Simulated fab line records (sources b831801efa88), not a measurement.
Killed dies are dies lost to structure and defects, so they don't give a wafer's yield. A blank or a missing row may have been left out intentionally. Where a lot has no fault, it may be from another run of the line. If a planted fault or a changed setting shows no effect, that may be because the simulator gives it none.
Which tool did it?	flow sky130	6 lots with 18 wafers sampled at 3 steps, on a route of 708 steps

## WHAT THE GAUGES READ, wafer by wafer
SKY_POLY_GATE_THK_MEAS_21.
lot	measured	on	POLY_GATE_OXIDATION_THK (nm)
L964	day 16 20:25	film_metro-03	4.01 4.01 4.06
L967	day 17 23:24	film_metro-02	3.98 4.00 4.12
L969	day 18 22:27	film_metro-01	4.03 3.93 3.90
L971	day 20 12:26	film_metro-03	4.04 4.08 4.05
L975	day 21 07:19	film_metro-02	4.10 4.05 4.03
L978	day 22 07:30	film_metro-01	4.03 4.04 3.90

## TOOL THAT RAN EACH LOT (tool first, then ch and the chambers of the sampled wafers, then the start)
lot	SKY_GATE_OXIDE_STRIP_13	SKY_POLY_GATE_OXIDATION_20
L964	plasma_asher-03 ch 0,1, day 14 04:14	furnace-02 ch 0, day 16 19:09
L967	plasma_asher-02 ch 0,1, day 15 05:46	furnace-01 ch 0, day 17 22:09
L969	plasma_asher-02 ch 0,1, day 16 04:09	furnace-01 ch 0, day 18 21:12
L971	plasma_asher-01 ch 0,1, day 17 13:09	furnace-01 ch 0, day 20 11:11
L975	plasma_asher-01 ch 0,1, day 18 10:32	furnace-02 ch 0, day 21 06:03
L978	plasma_asher-03 ch 1, day 19 08:38	furnace-02 ch 0, day 22 06:15
- SKY_GATE_OXIDE_STRIP_13: strips in O2/N2.
- SKY_POLY_GATE_OXIDATION_20: stabilise 600 s, purge 300 s, target thk 4 nm.

## THE ANSWER, worked out from the rows above alone
Rule: the lots themselves supply what counts as usual. Put in order of their means at a reading, lots are off if they are a third of the lots or fewer, leave a main group of 4 or more, and stand apart from it by a gap of 3 or more times the standard deviation of the main group's means; of several such gaps the widest counts. A main group whose means are all the same, to the digits that the tables above print for the reading, isn't used. Also off: a lot with no number at a reading for which 4 or more lots have one. All remaining lots with rows at the step are treated as sound.
None of the lots is off at any reading shown; this tells nothing.

## WHAT HAD BEEN PUT IN BY THE SIMULATOR
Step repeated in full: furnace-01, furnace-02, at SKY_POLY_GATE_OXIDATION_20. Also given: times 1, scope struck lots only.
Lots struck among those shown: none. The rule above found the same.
